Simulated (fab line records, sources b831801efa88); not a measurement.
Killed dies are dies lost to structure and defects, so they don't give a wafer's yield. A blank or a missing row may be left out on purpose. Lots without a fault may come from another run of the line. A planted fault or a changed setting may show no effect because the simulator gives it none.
Which tool did it? | flow sky130 | 6 lots, 18 wafers sampled, at 2 steps of a route of 708

WHAT THE GAUGES READ, wafer by wafer
SKY_LDD_P_TW_MEAS_11.
lot  | measured     | on            | LDD_P_TW
L547 | day 20 00:23 | film_metro-01 | 633 636 636
L553 | day 22 08:10 | film_metro-01 | 603 602 606 603 602 603
L556 | day 23 03:37 | film_metro-04 | 606 609 610 611 613 613
L561 | day 25 17:02 | film_metro-03 | 635 633 632
L564 | day 26 03:23 | film_metro-03 | 630 633 634
L567 | day 27 09:52 | film_metro-03 | 639 638 637

WHICH TOOL RAN EACH LOT (tool, then ch and the chambers of the sampled wafers, then the start)
lot  | SKY_LDD_P_IMPLANT_09
L547 | implanter-03 ch 0, day 20 00:08
L553 | implanter-04 ch 0, day 22 07:49
L556 | implanter-04 ch 0, day 23 03:22
L561 | implanter-03 ch 0, day 25 16:47
L564 | implanter-02 ch 0, day 26 03:08
L567 | implanter-04 ch 0, day 27 09:37
- SKY_LDD_P_IMPLANT_09

THE ANSWER, worked out from the rows above alone
Rule: what is usual is taken from the lots themselves. Put in order of their means at a reading, lots are off if they are a third of the lots or fewer, leave a main group of 4 or more, and stand apart from it by a gap of 3 or more times the standard deviation of the main group's means; of several such gaps the widest counts. A main group whose means are all the same, to the digits that the tables above print for the reading, isn't used. A lot without any number at a reading at which 4 lots or more have one is off too. The other lots that the step has rows for count as sound.
Off: L553, L556, at SKY_LDD_P_TW_MEAS_11 (LDD_P_TW). The main group: mean 635, standard deviation 2.1.
A tool fits if, at a process step before that reading, it ran every lot that is off, and no sound lot after the first of them. The gauges at SKY_LDD_P_TW_MEAS_11 are tried like those tools. None of those tried fits.

WHAT THE SIMULATOR HAD PUT IN
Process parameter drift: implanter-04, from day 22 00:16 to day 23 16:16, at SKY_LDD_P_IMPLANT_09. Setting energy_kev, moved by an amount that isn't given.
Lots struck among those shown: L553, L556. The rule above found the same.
